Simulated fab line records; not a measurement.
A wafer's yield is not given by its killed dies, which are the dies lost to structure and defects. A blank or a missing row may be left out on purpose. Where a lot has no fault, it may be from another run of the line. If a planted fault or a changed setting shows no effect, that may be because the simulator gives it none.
Chamber matching ; flow sky130 ; 4 sister chambers for SKY_CONTACT_ETCH_17 on rieDiel-02
The step etches SiO2 in C4F8/O2/Ar, stops on Si3N4, target depth 340 nm. 16 wafers are shown with their chamber, then 8 later ones without.

## EACH WAFER AND ITS CHAMBER
wafer;chamber;oesProductAu (a.u.)
L075.4;0;0.894
L075.5;2;0.903
L075.6;1;0.893
L079.3;1;0.889
L079.4;2;0.891
L079.6;0;0.888
L082.1;3;0.889
L082.2;1;0.882
L082.5;2;0.885
L084.3;0;0.884
L084.5;1;0.890
L084.6;0;0.886
L086.1;3;0.889
L086.3;0;0.894
L086.4;1;0.892
L087.3;2;0.897

SIGNATURES (means of the wafers above)
reading;chamber 0;chamber 1;chamber 2;chamber 3;scatter within a chamber
oesProductAu;0.88920;0.88920;0.89400;0.88900;0.00532
Rule: a wafer's distance from a chamber is the root of the sum, over the readings, of the square of ((its reading less the chamber's mean) divided by the reading's scatter). If the next closest chamber is less than 2 further off than the closest, the wafer can't be placed; otherwise it belongs to the closest. The scatter: the root of (the sum of the squares of (reading less its chamber's mean) over the shown wafers, divided by (wafers less chambers)).

## WAFERS WHOSE CHAMBER IS MISSING
wafer;oesProductAu (a.u.)
L087.4;0.888
L087.6;0.895
L090.3;0.886
L090.5;0.886
L090.6;0.887
L095.1;0.898
L095.3;0.892
L095.6;0.883

## THE CHAMBER EACH PASSED THROUGH
wafer;from the rows above;in truth
L087.4;can't be placed: 3 or 0 or 1 or 2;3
L087.6;can't be placed: 2 or 0 or 1 or 3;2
L090.3;can't be placed: 3 or 0 or 1 or 2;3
L090.5;can't be placed: 3 or 0 or 1 or 2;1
L090.6;can't be placed: 3 or 0 or 1 or 2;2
L095.1;can't be placed: 2 or 0 or 1 or 3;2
L095.3;can't be placed: 2 or 0 or 1 or 3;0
L095.6;can't be placed: 3 or 0 or 1 or 2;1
0 of 8 placed correctly. Cannot be placed on the basis of these rows: 8; the candidates contain the true chamber in 8. Wrongly placed: 0.
